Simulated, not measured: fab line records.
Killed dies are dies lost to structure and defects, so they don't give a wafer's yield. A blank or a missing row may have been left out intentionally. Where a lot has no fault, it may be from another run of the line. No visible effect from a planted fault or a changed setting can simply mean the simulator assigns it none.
One fault through the eyes of 2 desks	flow sky130	what lay behind the numbers comes last; until then each desk has only its own

## METROLOGY DESK
What the gauges read, lot by lot, whatever tool the lot ran on: means of the sampled wafers that have a number. A lot is out of limits, marked OUT, if its mean lies more than 4 standard deviations from the usual mean; the brackets give that distance.
Columns: A = cd nm at SKY_VT_ADJUST_HVTP_CD_MEAS_07, usual 380 nm; B = SONOS_ONO_OXIDATION_THK at SKY_SONOS_ONO_THK_MEAS_01, usual 2.60 nm; C = GATE_OXIDE_OXIDATION_00_THK at SKY_GATE_OXIDE_THK_MEAS_02, usual 10.22 nm
lot	first seen here	A	B	C
L597	day 6 00:11	382	2.54	10.68
L598	day 6 04:52	381	2.62	10.97
L603	day 7 15:14	378	2.72	10.23
L604	day 7 19:20	382	2.61	9.87
L605	day 8 02:06	378	2.68	10.00
L611	day 9 15:05	385	2.65	10.25
L610	day 9 15:24	370	2.71	10.27
L614	day 10 12:37	379	2.60	10.20
L615	day 10 21:55	381	2.59	10.25
L617	day 11 08:22	382	2.58	10.03
L618	day 11 16:20	377	2.53	9.84
L619	day 12 00:04	377	2.57	10.01
L620	day 12 04:53	374	2.58	9.90
This desk's finding: nothing out of limits on any of the 13 lots.

## DESK OF THE TOOL OWNER: litho track-04
The tool's own readings at SKY_NWELL_COAT_05 (resist thk 3000 nm): means of the sampled wafers that have a number, for each lot that ran on this tool. A lot is out of limits, marked OUT, if its mean lies more than 4 standard deviations from the usual mean; the brackets give that distance.
Columns: A = dispense pressure kPa at SKY_NWELL_COAT_05, usual 43.6 kPa
lot	first seen here	A
L597	day 4 03:18	47.0
L603	day 5 14:42	47.0
L604	day 5 19:45	47.0
L605	day 6 00:39	47.0
L615	day 8 14:10	47.0
L619	day 9 14:01	47.0
This desk's finding: nothing out of limits on any of the 6 lots.

## ALL TOGETHER
Metrology desk: nothing out of limits seen.
The desk of the tool owner found nothing out of limits.

## WHAT THE SIMULATOR HAD INSERTED
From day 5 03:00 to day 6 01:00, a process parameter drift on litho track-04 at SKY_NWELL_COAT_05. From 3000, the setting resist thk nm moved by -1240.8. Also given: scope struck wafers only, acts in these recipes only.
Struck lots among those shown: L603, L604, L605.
